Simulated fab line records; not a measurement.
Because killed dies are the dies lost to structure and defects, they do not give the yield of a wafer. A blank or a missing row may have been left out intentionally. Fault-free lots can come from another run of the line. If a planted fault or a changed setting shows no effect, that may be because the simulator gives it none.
A single fault, viewed from 2 desks -- flow sky130 -- numbers are kept per desk, each desk with only its own; the story behind them comes last

FROM THE METROLOGY DESK
What the gauges read for every lot (on any tool): the sampled wafers with a number, averaged. A lot is out of limits, marked OUT, if its mean lies more than 4 standard deviations from the usual mean; the brackets give that distance.
Columns: A = CAPM_CVD_00_THK at SKY_CAPM_THK_MEAS_01, usual 15.52 nm; B = cd-nm at SKY_VIA3_CD_MEAS_12, usual 200.1 nm
lot,first seen here,A,B
L300,day 36 17:52,15.35,199.2
L301,day 37 02:39,15.32,198.6
L302,day 37 03:56,15.46,199.9
L306,day 38 10:58,15.58,200.7
L309,day 39 01:53,15.54,199.8
L315,day 41 07:05,15.56,200.8
L316,day 41 16:53,15.60,201.5
L317,day 41 21:36,15.78,199.3
L318,day 41 21:50,15.54,200.4
L319,day 42 02:51,15.31,202.0
L320,day 42 16:11,15.29,201.7
This desk's verdict: no lot among the 11 shows anything out of limits.

FOR THE TOOL OWNER'S DESK: rie-diel-01
The tool's own readings at SKY_VIA3_ETCH_15 (etches SiO2 in C4F8/O2/Ar, stops on TiN, target depth 507 nm, time 78 s): means of the sampled wafers that have a number, for each lot that ran on this tool. A lot is out of limits, marked OUT, if its mean lies more than 4 standard deviations from the usual mean; the brackets give that distance.
Columns: A = oes-product-au at SKY_VIA3_ETCH_15, usual 0.946 a.u.; B = rf-fwd-power-W at SKY_VIA3_ETCH_15, usual 1489 W
lot,first seen here,A,B
L300,day 39 23:58,0.946,1489
L302,day 40 10:16,0.949,1491
L309,day 42 05:02,0.947,1486
L315,day 44 06:56,0.945,1570 (+14) OUT
L316,day 44 15:59,0.947,1572 (+15) OUT
L317,day 44 21:04,0.945,1492
This desk finds L315, L316 out of limits, L315 being first, at day 44 06:56 (rf-fwd-power-W at SKY_VIA3_ETCH_15). L300, L302, L309, L317 stayed within limits.

TAKEN TOGETHER
An alarm could have come from the tool owner's desk at day 44 06:56, on L315, L316.
Metrology desk: nothing out of limits seen.
The metrology desk has L315, L316 on record, within its limits.
Every lot named ran SKY_VIA3_ETCH_15 on rie-diel-01.

WHAT THE SIMULATOR HAD INSERTED
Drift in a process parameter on rie-diel-01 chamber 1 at SKY_VIA3_ETCH_15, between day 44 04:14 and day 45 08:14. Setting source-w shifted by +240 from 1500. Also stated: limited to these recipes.
Lots struck among those shown: L315, L316.
Hours from the fault's start to each desk's first reading out of limits: the tool owner's desk, 3.
